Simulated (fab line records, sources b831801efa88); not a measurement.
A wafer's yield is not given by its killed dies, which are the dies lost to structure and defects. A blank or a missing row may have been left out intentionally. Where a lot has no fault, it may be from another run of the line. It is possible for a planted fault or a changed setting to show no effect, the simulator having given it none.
Split-lot experiment / flow sfq-line / 27 wafers read across 5 lots, on a route 325 steps long

== THE SPLIT ITSELF ==
At SFQ_TRILAYER_JJ_TRILAYER_DEP_SPUTTER_110 (material Al, target thk 8 nm, time 10 s), the setting time-s was moved away from the recipe's 10 s on 12 of the 27 wafers read, by -51.2% to +51.3%. This setting was run at the recipe's value on the other wafers.

The split's own step is where the reading is taken.

== THE READING ==
Al_of_TRILAYER_JJ_TRILAYER_DEP_SPUTTER_110.thk-nm (the simulator's own value, which no gauge read), in nm, at SFQ_TRILAYER_JJ_TRILAYER_DEP_SPUTTER_110 (material Al, target thk 8 nm, time 10 s). No usual value for it is given in the file. The 15 wafers here that ran the recipe average 8.073 nm, standard deviation 0.18 nm.

wafer=L077.1; tool, chamber at the split=pvd-sputter-03, -; time-s as run, s=14.98; against the recipe=+49.8%; Al_of_TRILAYER_JJ_TRILAYER_DEP_SPUTTER_110.thk-nm, nm=12.27; against lot-mates on the recipe=+4.103
wafer=L077.2; tool, chamber at the split=pvd-sputter-03, -; time-s as run, s=10; against the recipe=recipe; Al_of_TRILAYER_JJ_TRILAYER_DEP_SPUTTER_110.thk-nm, nm=8.173; against lot-mates on the recipe=-
wafer=L077.3; tool, chamber at the split=pvd-sputter-03, -; time-s as run, s=10; against the recipe=recipe; Al_of_TRILAYER_JJ_TRILAYER_DEP_SPUTTER_110.thk-nm, nm=8.077; against lot-mates on the recipe=-
wafer=L077.4; tool, chamber at the split=pvd-sputter-03, -; time-s as run, s=14.98; against the recipe=+49.8%; Al_of_TRILAYER_JJ_TRILAYER_DEP_SPUTTER_110.thk-nm, nm=12.04; against lot-mates on the recipe=+3.873
wafer=L077.5; tool, chamber at the split=pvd-sputter-03, -; time-s as run, s=10; against the recipe=recipe; Al_of_TRILAYER_JJ_TRILAYER_DEP_SPUTTER_110.thk-nm, nm=8.25; against lot-mates on the recipe=-
wafer=L077.6; tool, chamber at the split=pvd-sputter-03, -; time-s as run, s=14.98; against the recipe=+49.8%; Al_of_TRILAYER_JJ_TRILAYER_DEP_SPUTTER_110.thk-nm, nm=12.08; against lot-mates on the recipe=+3.913
wafer=L078.1; tool, chamber at the split=pvd-sputter-03, -; time-s as run, s=10; against the recipe=recipe; Al_of_TRILAYER_JJ_TRILAYER_DEP_SPUTTER_110.thk-nm, nm=7.819; against lot-mates on the recipe=-
wafer=L078.2; tool, chamber at the split=pvd-sputter-03, -; time-s as run, s=10; against the recipe=recipe; Al_of_TRILAYER_JJ_TRILAYER_DEP_SPUTTER_110.thk-nm, nm=7.84; against lot-mates on the recipe=-
wafer=L078.6; tool, chamber at the split=pvd-sputter-03, -; time-s as run, s=10; against the recipe=recipe; Al_of_TRILAYER_JJ_TRILAYER_DEP_SPUTTER_110.thk-nm, nm=7.717; against lot-mates on the recipe=-
wafer=L079.1; tool, chamber at the split=pvd-sputter-03, -; time-s as run, s=10; against the recipe=recipe; Al_of_TRILAYER_JJ_TRILAYER_DEP_SPUTTER_110.thk-nm, nm=7.943; against lot-mates on the recipe=-
wafer=L079.2; tool, chamber at the split=pvd-sputter-03, -; time-s as run, s=15.13; against the recipe=+51.3%; Al_of_TRILAYER_JJ_TRILAYER_DEP_SPUTTER_110.thk-nm, nm=12.04; against lot-mates on the recipe=+4.055
wafer=L079.3; tool, chamber at the split=pvd-sputter-03, -; time-s as run, s=15.13; against the recipe=+51.3%; Al_of_TRILAYER_JJ_TRILAYER_DEP_SPUTTER_110.thk-nm, nm=12; against lot-mates on the recipe=+4.015
wafer=L079.4; tool, chamber at the split=pvd-sputter-03, -; time-s as run, s=10; against the recipe=recipe; Al_of_TRILAYER_JJ_TRILAYER_DEP_SPUTTER_110.thk-nm, nm=8.039; against lot-mates on the recipe=-
wafer=L079.5; tool, chamber at the split=pvd-sputter-03, -; time-s as run, s=15.13; against the recipe=+51.3%; Al_of_TRILAYER_JJ_TRILAYER_DEP_SPUTTER_110.thk-nm, nm=12.13; against lot-mates on the recipe=+4.145
wafer=L079.6; tool, chamber at the split=pvd-sputter-03, -; time-s as run, s=10; against the recipe=recipe; Al_of_TRILAYER_JJ_TRILAYER_DEP_SPUTTER_110.thk-nm, nm=7.973; against lot-mates on the recipe=-
wafer=L083.1; tool, chamber at the split=pvd-sputter-05, -; time-s as run, s=4.875; against the recipe=-51.2%; Al_of_TRILAYER_JJ_TRILAYER_DEP_SPUTTER_110.thk-nm, nm=4.172; against lot-mates on the recipe=-4.091
wafer=L083.2; tool, chamber at the split=pvd-sputter-05, -; time-s as run, s=4.875; against the recipe=-51.2%; Al_of_TRILAYER_JJ_TRILAYER_DEP_SPUTTER_110.thk-nm, nm=4.297; against lot-mates on the recipe=-3.966
wafer=L083.3; tool, chamber at the split=pvd-sputter-05, -; time-s as run, s=10; against the recipe=recipe; Al_of_TRILAYER_JJ_TRILAYER_DEP_SPUTTER_110.thk-nm, nm=8.13; against lot-mates on the recipe=-
wafer=L083.4; tool, chamber at the split=pvd-sputter-05, -; time-s as run, s=10; against the recipe=recipe; Al_of_TRILAYER_JJ_TRILAYER_DEP_SPUTTER_110.thk-nm, nm=8.262; against lot-mates on the recipe=-
wafer=L083.5; tool, chamber at the split=pvd-sputter-05, -; time-s as run, s=10; against the recipe=recipe; Al_of_TRILAYER_JJ_TRILAYER_DEP_SPUTTER_110.thk-nm, nm=8.397; against lot-mates on the recipe=-
wafer=L083.6; tool, chamber at the split=pvd-sputter-05, -; time-s as run, s=4.875; against the recipe=-51.2%; Al_of_TRILAYER_JJ_TRILAYER_DEP_SPUTTER_110.thk-nm, nm=4.102; against lot-mates on the recipe=-4.161
wafer=L085.1; tool, chamber at the split=pvd-sputter-05, -; time-s as run, s=11.61; against the recipe=+16.1%; Al_of_TRILAYER_JJ_TRILAYER_DEP_SPUTTER_110.thk-nm, nm=9.325; against lot-mates on the recipe=+1.165
wafer=L085.2; tool, chamber at the split=pvd-sputter-05, -; time-s as run, s=10; against the recipe=recipe; Al_of_TRILAYER_JJ_TRILAYER_DEP_SPUTTER_110.thk-nm, nm=8.031; against lot-mates on the recipe=-
wafer=L085.3; tool, chamber at the split=pvd-sputter-05, -; time-s as run, s=11.61; against the recipe=+16.1%; Al_of_TRILAYER_JJ_TRILAYER_DEP_SPUTTER_110.thk-nm, nm=9.358; against lot-mates on the recipe=+1.198
wafer=L085.4; tool, chamber at the split=pvd-sputter-05, -; time-s as run, s=10; against the recipe=recipe; Al_of_TRILAYER_JJ_TRILAYER_DEP_SPUTTER_110.thk-nm, nm=8.264; against lot-mates on the recipe=-
wafer=L085.5; tool, chamber at the split=pvd-sputter-05, -; time-s as run, s=10; against the recipe=recipe; Al_of_TRILAYER_JJ_TRILAYER_DEP_SPUTTER_110.thk-nm, nm=8.186; against lot-mates on the recipe=-
wafer=L085.6; tool, chamber at the split=pvd-sputter-05, -; time-s as run, s=11.61; against the recipe=+16.1%; Al_of_TRILAYER_JJ_TRILAYER_DEP_SPUTTER_110.thk-nm, nm=9.378; against lot-mates on the recipe=+1.218

FIT RESULTS
A straight line over all 27 wafers: Al_of_TRILAYER_JJ_TRILAYER_DEP_SPUTTER_110.thk-nm changes by +0.078 nm for each +1% of time-s; r = +1.00; the points scatter about the line by 0.16 nm.
The same after taking each lot's own level away (the mean of its wafers on the recipe; 27 wafers): +0.0794 nm for each +1%; r = +1.00; scatter 0.083 nm.
Per that fit: largest time-s move, reading shift of 4.1 nm.
The lots' own levels span 7.7920 to 8.2630 nm, that is 2.6 times the standard deviation above.
The two slopes agree, so the slope changes little with the lot-to-lot level.
Check: +4.06 nm against its lot-mates is what the line predicts for one of the wafers moved furthest among these (+51.3%) when that wafer is left out of the fit. It came out at +4.05 nm against them.

== OTHER SPLITS ON THESE WAFERS ==
Other splits were also applied to these wafers ahead of the reading. Each is held against what the fit with the lots' levels taken away leaves over:
other split on the same wafers=SFQ_TRILAYER_L0_BARC_OPEN_METAL_ETCH_010 time-s; wafers away from the commonest value=9; r with Al_of_TRILAYER_JJ_TRILAYER_DEP_SPUTTER_110.thk-nm (lot level and that fit taken away)=+0.03
other split on the same wafers=SFQ_TRILAYER_M0_ETCH_METAL_ETCH_024 time-s; wafers away from the commonest value=6; r with Al_of_TRILAYER_JJ_TRILAYER_DEP_SPUTTER_110.thk-nm (lot level and that fit taken away)=-0.04
other split on the same wafers=SFQ_TRILAYER_M1_ETCH_METAL_ETCH_042 time-s; wafers away from the commonest value=6; r with Al_of_TRILAYER_JJ_TRILAYER_DEP_SPUTTER_110.thk-nm (lot level and that fit taken away)=+0.25
other split on the same wafers=SFQ_TRILAYER_I1_VIA_BARC_OPEN_VIA_ETCH_071 time-s; wafers away from the commonest value=12; r with Al_of_TRILAYER_JJ_TRILAYER_DEP_SPUTTER_110.thk-nm (lot level and that fit taken away)=+0.14
other split on the same wafers=SFQ_TRILAYER_I2_DEP_PECVD_063 time-s; wafers away from the commonest value=12; r with Al_of_TRILAYER_JJ_TRILAYER_DEP_SPUTTER_110.thk-nm (lot level and that fit taken away)=-0.19
other split on the same wafers=SFQ_TRILAYER_I3_DEP_PECVD_081 time-s; wafers away from the commonest value=12; r with Al_of_TRILAYER_JJ_TRILAYER_DEP_SPUTTER_110.thk-nm (lot level and that fit taken away)=-0.08
other split on the same wafers=SFQ_TRILAYER_M4_DEP_SPUTTER_091 time-s; wafers away from the commonest value=6; r with Al_of_TRILAYER_JJ_TRILAYER_DEP_SPUTTER_110.thk-nm (lot level and that fit taken away)=+0.40

== FILE'S OWN FIT ==
Al_of_TRILAYER_JJ_TRILAYER_DEP_SPUTTER_110.thk-nm changes by +0.0793 nm for each +1% of time-s, r = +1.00.
